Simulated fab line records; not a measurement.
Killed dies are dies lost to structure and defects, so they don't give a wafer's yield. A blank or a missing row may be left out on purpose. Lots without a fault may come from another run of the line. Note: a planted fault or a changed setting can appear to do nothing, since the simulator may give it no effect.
What tool caused it? :: flow sky130 :: 18 wafers sampled from 6 lots at 1 step of a route of 708

== WHAT EACH GAUGE READ, for each wafer ==
SKY_PWDE_OVL_MEAS_07.
lot: L565
measured: day 4 08:52
on: overlay-01
PWDE_OVL (nm): -0.8 0.3 -0.9

lot: L569
measured: day 5 09:58
on: overlay-01
PWDE_OVL (nm): -1.0 -0.6 -1.4

lot: L573
measured: day 6 05:33
on: overlay-02
PWDE_OVL (nm): 1.6 0.3 0.6

lot: L575
measured: day 6 15:25
on: overlay-02
PWDE_OVL (nm): -0.9 -0.4 -1.0

lot: L583
measured: day 8 11:49
on: overlay-02
PWDE_OVL (nm): 0.9 -0.2 1.2

lot: L586
measured: day 9 09:23
on: overlay-02
PWDE_OVL (nm): 0.6 1.1 -0.2

== EACH LOT AND THE TOOL THAT RAN IT (in order: tool; ch and the chambers of the sampled wafers; start) ==
The record holds no process step before these readings.

== THE ANSWER, worked out from the rows above alone ==
Rule: usual is defined by the lots themselves. The widest of any qualifying gaps counts: lots, ordered by their means at a reading, are off when they make up no more than a third of the lots, leave a main group of 4 or more, and stand apart from it by 3 or more times the standard deviation of that group's means. A main group whose means are all the same, to the digits that the tables above print for the reading, isn't used. A lot without any number at a reading at which 4 lots or more have one is off too. The other lots that the step has rows for count as sound.
None of the lots is off at any reading shown; this tells nothing.

== WHAT THE SIMULATOR HAD PUT IN ==
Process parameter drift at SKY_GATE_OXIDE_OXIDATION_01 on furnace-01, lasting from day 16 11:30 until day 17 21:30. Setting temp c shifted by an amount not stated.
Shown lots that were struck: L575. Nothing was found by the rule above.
